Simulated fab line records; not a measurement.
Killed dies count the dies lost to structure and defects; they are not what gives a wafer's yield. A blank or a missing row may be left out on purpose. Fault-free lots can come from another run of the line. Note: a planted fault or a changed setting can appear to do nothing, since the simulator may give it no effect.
The tool behind it: which one?	flow gf180mcu	15 lots, 45 wafers sampled, at 4 steps of a route of 602

== WHAT THE GAUGES READ, wafer by wafer ==
GF_STI_THK_MEAS_30.
lot	measured	on	STI_OXIDATION_02_THK (nm)
L826	day 2 08:43	film_metro-03	10.24 10.28 10.22
L829	day 2 21:50	film_metro-04	10.13 10.03 9.99
L830	day 3 02:05	film_metro-03	10.08 10.08 9.96
L840	day 5 10:48	film_metro-04	10.12 10.28 10.23
L841	day 5 14:11	film_metro-02	10.25 10.25 10.20
L842	day 5 21:05	film_metro-02	10.16 10.08 10.18
L843	day 6 06:19	film_metro-03	10.08 10.03 10.16
L844	day 6 06:20	film_metro-02	10.08 10.01 9.87
L845	day 6 13:00	film_metro-03	10.01 10.12 10.01
L847	day 6 21:06	film_metro-03	9.95 10.06 10.15
L848	day 7 03:53	film_metro-04	10.26 10.09 10.46
L849	day 7 08:55	film_metro-02	10.05 10.12 10.03

GF_HV_LDD_OVL_MEAS_08.
lot	measured	on	HV_LDD_OVL (nm)
L826	day 10 03:05	overlay-02	1.3 1.3 1.3
L829	day 10 23:04	overlay-01	0.8 2.2 0.8
L830	day 11 09:05	overlay-02	2.1 1.7 2.9
L840	day 14 23:23	overlay-01	-1.8 -1.2 -1.3
L841	day 14 22:04	overlay-01	-0.5 -1.3 0.0
L842	day 15 03:08	overlay-02	0.4 1.9 0.4
L843	day 15 21:36	overlay-01	-0.2 -2.6 -0.9
L844	day 15 19:43	overlay-02	3.5 1.5 0.6
L845	day 16 02:45	overlay-01	-1.6 -2.3 -0.9
L847	day 16 16:55	overlay-01	1.7 1.6 -1.5
L848	day 17 04:58	overlay-01	-2.0 -2.8 -3.2
L849	day 17 09:37	overlay-02	0.9 -0.4 0.1

GF_HV_LDD_OVL_MEAS_47.
lot	measured	on	HV_LDD_03_OVL (nm)
L826	day 12 10:32	overlay-01	-2.4 -1.1 -1.6
L829	day 13 08:47	overlay-01	0.5 1.1 0.2
L830	day 13 20:34	overlay-01	0.2 -0.6 1.1
L840	day 17 20:34	overlay-02	4.1 2.3 3.3
L841	day 17 19:58	overlay-01	-1.8 0.1 0.1
L842	day 18 01:04	overlay-02	1.1 0.6 -1.6
L843	day 18 20:30	overlay-01	1.6 1.6 1.5
L844	day 18 18:40	overlay-01	-1.0 -0.5 -1.7
L845	day 19 02:18	overlay-01	2.2 1.2 0.4
L847	day 19 18:23	overlay-01	0.7 -1.7 -0.4
L848	day 20 06:49	overlay-01	-2.2 -3.4 -3.6
L849	day 20 11:55	overlay-01	2.8 1.2 1.2

== WHAT TOOL EACH LOT RAN ON (gives the tool, then ch and the chambers of the sampled wafers, and finally the start) ==
lot	GF_STI_CVD_23
L826	hdpcvd-01 ch 0,1, day 2 06:14
L829	hdpcvd-01 ch 1,2, day 2 19:25
L830	hdpcvd-01 ch 1,2, day 2 23:31
L831	hdpcvd-01 ch 0,1, day 3 05:40
L832	hdpcvd-01 ch 1,2, day 3 12:07
L833	hdpcvd-02 ch 1,2, day 3 16:47
L840	hdpcvd-02 ch 0,2, day 5 07:37
L841	hdpcvd-02 ch 0,1, day 5 09:56
L842	hdpcvd-01 ch 0,1, day 5 15:21
L843	hdpcvd-01 ch 0,1, day 6 00:55
L844	hdpcvd-02 ch 0,1, day 6 03:37
L845	hdpcvd-02 ch 0,1,2, day 6 07:31
L847	hdpcvd-01 ch 1,2, day 6 18:19
L848	hdpcvd-02 ch 0,2, day 7 00:58
L849	hdpcvd-01 ch 0,1, day 7 05:49
- GF_STI_CVD_23: deposits SiO2, target thk 650 nm, time 108.3 s.

== AS READ BY THE TOOLS THEMSELVES (means over the sampled wafers that have a number; for cases with no such wafer, the mark the record gives instead) ==
GF_STI_CVD_23.
lot	tool	pressure_mtorr (mTorr)	run_length_s (s)
L826	hdpcvd-01	6.006	136.9
L829	hdpcvd-01	5.994	136.2
L830	hdpcvd-01	5.993	136.4
L831	hdpcvd-01	-	-
L832	hdpcvd-01	-	-
L833	hdpcvd-02	-	-
L840	hdpcvd-02	5.992	135.9
L841	hdpcvd-02	5.984	136.6
L842	hdpcvd-01	6.003	136.5
L843	hdpcvd-01	5.995	136.3
L844	hdpcvd-02	6.003	136.4
L845	hdpcvd-02	5.989	136.6
L847	hdpcvd-01	5.994	136.1
L848	hdpcvd-02	6.009	136.1
L849	hdpcvd-01	6.017	136.3

== THE ANSWER, worked out from the rows above alone ==
Rule: usual is defined by the lots themselves. Put in order of their means at a reading, lots are off if they are a third of the lots or fewer, leave a main group of 4 or more, and stand apart from it by a gap of 3 or more times the standard deviation of the main group's means; of several such gaps the widest counts. The tables above print the reading to a certain number of digits; a main group whose means all agree to those digits is not used. A lot without any number at a reading at which 4 lots or more have one is off too. Where the step has rows for the other lots, those lots are counted as sound. The gauges are gone through in route order, then the tools' own readings, and for those a lot's mean is taken as printed above. At the first step where some lot is off, the reading lying furthest off is the one used; lots without a number count as furthest.
Off: L831, L832, L833, at GF_STI_CVD_23 (pressure_mtorr). Without a number there: L831, L832, L833. Mean 5.998 mTorr and standard deviation 0.009 in the main group.
If a tool, at that step or one of the process steps before it, ran each lot that is off and ran no sound lot following the first of them, it fits. Of those tried, none fits.

== WHAT WAS PUT IN BY THE SIMULATOR ==
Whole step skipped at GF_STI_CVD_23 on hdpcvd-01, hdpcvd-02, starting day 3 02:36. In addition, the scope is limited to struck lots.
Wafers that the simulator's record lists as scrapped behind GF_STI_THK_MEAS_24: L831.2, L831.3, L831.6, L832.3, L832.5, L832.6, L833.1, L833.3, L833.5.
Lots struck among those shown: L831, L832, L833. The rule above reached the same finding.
